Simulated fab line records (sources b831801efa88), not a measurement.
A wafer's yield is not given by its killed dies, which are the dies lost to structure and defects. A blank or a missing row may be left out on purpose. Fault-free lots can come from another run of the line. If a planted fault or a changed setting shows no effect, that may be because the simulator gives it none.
Chamber matching | flow sky130 | rie_diel-01 running SKY_VIA1_ETCH_15: 4 sister chambers
The step etches SiO2 in C4F8/O2/Ar, stops on TiN, target depth 351 nm, time 54 s. 24 wafers are shown with their chamber, then 12 later ones without.

## WAFERS WITH THEIR CHAMBER
wafer  | chamber | oes_product_au (a.u.) | bias_w (W)
L074.3 | 0       | 0.988                 | 1195
L074.4 | 1       | 0.984                 | 1202
L074.5 | 0       | 0.976                 | 1200
L075.2 | 2       | 0.981                 | 1204
L075.3 | 3       | 0.985                 | 1198
L075.5 | 3       | 0.986                 | 1202
L077.2 | 2       | 0.984                 | 1202
L077.5 | 2       | 0.981                 | 1200
L077.6 | 1       | 0.988                 | 1198
L080.1 | 2       | 0.980                 | 1199
L080.2 | 1       | 0.977                 | 1197
L080.6 | 1       | 0.985                 | 1203
L081.3 | 3       | 0.989                 | 1199
L081.5 | 2       | 0.981                 | 1203
L081.6 | 1       | 0.983                 | 1202
L082.4 | 2       | 0.979                 | 1202
L082.5 | 1       | 0.992                 | 1203
L082.6 | 2       | 0.984                 | 1196
L084.2 | 0       | 0.985                 | 1196
L084.3 | 1       | 0.986                 | 1197
L084.6 | 0       | 0.983                 | 1200
L085.2 | 1       | 0.991                 | 1205
L085.3 | 0       | 0.992                 | 1203
L085.5 | 3       | 0.988                 | 1205

SIGNATURES (averages over the wafers above)
reading        | chamber 0 | chamber 1 | chamber 2 | chamber 3 | scatter within a chamber
oes_product_au | 0.98480   | 0.98575   | 0.98143   | 0.98700   | 0.00409
bias_w         | 1198.80   | 1200.88   | 1200.86   | 1201.00   | 3.04
Rule: for a wafer and a chamber, the distance is found by dividing, reading by reading, the gap between the wafer's reading and the chamber's mean by the reading's scatter, squaring, summing and taking the root. The wafer belongs to the nearest chamber; if the next one is less than 2 further off, it can't be placed. The scatter: the root of (the sum of the squares of (reading less its chamber's mean) over the shown wafers, divided by (wafers less chambers)).

## WAFERS WHOSE CHAMBER IS MISSING
wafer  | oes_product_au (a.u.) | bias_w (W)
L089.1 | 0.977                 | 1197
L089.2 | 0.991                 | 1196
L089.3 | 0.977                 | 1206
L091.3 | 0.969                 | 1199
L091.4 | 0.980                 | 1199
L091.5 | 0.993                 | 1203
L092.2 | 0.983                 | 1200
L092.4 | 0.990                 | 1208
L092.6 | 0.974                 | 1200
L094.3 | 0.980                 | 1203
L094.4 | 0.991                 | 1197
L094.5 | 0.974                 | 1194

## EACH ONE'S CHAMBER
wafer  | from the rows above               | in truth
L089.1 | can't be placed: 2 or 0 or 1 or 3 | 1
L089.2 | can't be placed: 0 or 3 or 1 or 2 | 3
L089.3 | can't be placed: 2 or 1 or 3 or 0 | 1
L091.3 | can't be placed: 2 or 0 or 1 or 3 | 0
L091.4 | can't be placed: 2 or 0 or 1 or 3 | 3
L091.5 | can't be placed: 3 or 1 or 0 or 2 | 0
L092.2 | can't be placed: 2 or 0 or 1 or 3 | 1
L092.4 | can't be placed: 3 or 1 or 2 or 0 | 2
L092.6 | can't be placed: 2 or 0 or 1 or 3 | 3
L094.3 | can't be placed: 2 or 1 or 0 or 3 | 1
L094.4 | can't be placed: 0 or 3 or 1 or 2 | 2
L094.5 | can't be placed: 2 or 0 or 1 or 3 | 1
Placed correctly: 0 of 12. From these rows, 12 cannot be placed; in 12 the true chamber is one of the candidates. Number placed wrongly: 0.
